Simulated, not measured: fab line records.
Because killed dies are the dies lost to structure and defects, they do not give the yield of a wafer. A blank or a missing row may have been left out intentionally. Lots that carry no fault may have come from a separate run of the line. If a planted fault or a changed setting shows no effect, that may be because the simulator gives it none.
What tool caused it? -- flow gf180mcu -- 13 lots, 39 wafers sampled, at 3 steps of a route of 602

## WHAT THE GAUGES READ, wafer by wafer
GF_HV_LDD_CD_MEAS_07 targets a cd of 400 nm. Usual: cdNm at 400.0 nm, with a standard deviation of 2.4.
lot,measured,on,cdNm (nm),flag
L556,day 10 09:31,cdSem-02,401.5 399.7 402.2,
L558,day 10 21:22,cdSem-02,393.9 396.3 398.0,
L559,day 11 09:23,cdSem-02,425.8 427.4 428.0,OFF
L560,day 11 11:23,cdSem-02,398.7 399.1 396.5,
L561,day 11 20:56,cdSem-02,426.5 428.1 427.3,OFF
L569,day 14 06:45,cdSem-01,400.1 400.6 399.7,
L570,day 14 15:26,cdSem-01,399.5 398.3 399.3,
L572,day 15 04:52,cdSem-01,396.4 394.8 392.1,
L573,day 15 14:56,cdSem-02,404.7 401.7 400.9,
L574,day 15 19:23,cdSem-02,404.1 402.0 400.3,
L576,day 16 12:37,cdSem-02,398.2 400.1 399.5,
L577,day 16 15:14,cdSem-02,403.5 402.3 402.0,
L578,day 17 02:02,cdSem-01,399.5 398.0 398.7,

## TOOL THAT RAN EACH LOT (tool first, then ch and the chambers of the sampled wafers, then the start)
lot,GF_VT_IMPLANT_STRIP_09,GF_HV_LDD_DEVELOP_06
L556,"plasmaAsher-04 ch 0,1, day 5 22:39","lithoTrack-01 ch 0, day 10 09:22"
L558,"plasmaAsher-01 ch 0,1, day 6 12:04","lithoTrack-02 ch 0, day 10 21:13"
L559,"plasmaAsher-01 ch 0,1, day 6 17:33","lithoTrack-02 ch 0, day 11 09:11"
L560,"plasmaAsher-02 ch 0,1, day 6 22:21","lithoTrack-01 ch 0, day 11 11:15"
L561,"plasmaAsher-04 ch 0,1, day 7 05:12","lithoTrack-02 ch 0, day 11 20:47"
L569,"plasmaAsher-02 ch 0,1, day 9 03:46","lithoTrack-02 ch 0, day 14 06:37"
L570,"plasmaAsher-01 ch 0,1, day 9 11:04","lithoTrack-02 ch 0, day 14 15:17"
L572,"plasmaAsher-01 ch 0,1, day 9 22:28","lithoTrack-04 ch 0, day 15 04:43"
L573,"plasmaAsher-04 ch 0,1, day 10 05:49","lithoTrack-02 ch 0, day 15 14:41"
L574,"plasmaAsher-04 ch 0,1, day 10 11:31","lithoTrack-02 ch 0, day 15 19:14"
L576,"plasmaAsher-04 ch 0,1, day 11 01:28","lithoTrack-01 ch 0, day 16 12:28"
L577,"plasmaAsher-02 ch 0,1, day 11 06:58","lithoTrack-02 ch 0, day 16 15:05"
L578,"plasmaAsher-04 ch 0,1, day 11 13:01","lithoTrack-04 ch 0, day 17 01:53"
- GF_VT_IMPLANT_STRIP_09: strips in O2/N2.
- GF_HV_LDD_DEVELOP_06: develop time 60 s.

## AS READ BY THE TOOLS THEMSELVES (means over the sampled wafers that have a number; for cases with no such wafer, the mark the record gives instead)
GF_VT_IMPLANT_STRIP_09. Usual: chamberPressureMTorr 1500.1 mTorr, standard deviation 1.3; drypumpMotorCurrentA 5.8 A, standard deviation 0.34; heaterPowerW 322 W, standard deviation 32; oesProductAu 0.715 a.u., standard deviation 0.0044; stripTimeToEndpointS 12.63 s, standard deviation 0.043.
lot,tool,chamberPressureMTorr (mTorr),drypumpMotorCurrentA (A),heaterPowerW (W),oesProductAu (a.u.),stripTimeToEndpointS (s),flag
L556,plasmaAsher-04,1501.1,5.7,332,0.715,12.60,
L558,plasmaAsher-01,1501.0,6.1,305,0.719,12.68,
L559,plasmaAsher-01,1501.5,6.1,305,0.716,12.55,
L560,plasmaAsher-02,1500.0,5.2,291,0.711,12.57,
L561,plasmaAsher-04,1499.8,5.7,337,0.719,12.62,
L569,plasmaAsher-02,1499.5,5.1,292,0.712,12.63,
L570,plasmaAsher-01,1499.8,6.1,303,0.712,12.65,
L572,plasmaAsher-01,1499.3,6.2,314,0.718,12.69,
L573,plasmaAsher-04,1498.7,5.7,335,0.721,12.70,
L574,plasmaAsher-04,1499.9,5.8,355,0.714,12.67,
L576,plasmaAsher-04,1500.9,5.8,358,0.715,12.62,
L577,plasmaAsher-02,1500.2,5.1,289,0.712,12.58,
L578,plasmaAsher-04,1500.4,5.7,340,0.715,12.64,

GF_HV_LDD_DEVELOP_06. Usual: chillPlateTempC at 22.98 C, with a standard deviation of 0.11.
lot,tool,chillPlateTempC (C),flag
L556,lithoTrack-01,23.01,
L558,lithoTrack-02,22.89,
L559,lithoTrack-02,23.01,
L560,lithoTrack-01,22.94,
L561,lithoTrack-02,22.92,
L569,lithoTrack-02,23.03,
L570,lithoTrack-02,22.97,
L572,lithoTrack-04,23.04,
L573,lithoTrack-02,22.86,
L574,lithoTrack-02,23.20,
L576,lithoTrack-01,22.88,
L577,lithoTrack-02,22.91,
L578,lithoTrack-04,22.80,

## THE ANSWER, worked out from the rows above alone
Rule: lot off if the mean of its wafers having a number is beyond 3 standard deviations from the usual mean. Also off: a lot with no number at a reading for which 4 or more lots have one. Any other lot the step has rows for is counted as sound. The gauges are gone through in route order, then the tools' own readings, and for those a lot's mean is taken as printed above. The first step at which some lot is off is used, and at that step the reading that is off furthest; a lot without a number counts as furthest.
Off at GF_HV_LDD_CD_MEAS_07 (cdNm): L559, L561.
If a tool, at a process step before that reading, ran all the lots that are off and no sound lot after the first of them, it fits. Gauges at GF_HV_LDD_CD_MEAS_07: tried the same way as those tools. Of those tried, none fits.

## WHAT THE SIMULATOR HAD INSERTED
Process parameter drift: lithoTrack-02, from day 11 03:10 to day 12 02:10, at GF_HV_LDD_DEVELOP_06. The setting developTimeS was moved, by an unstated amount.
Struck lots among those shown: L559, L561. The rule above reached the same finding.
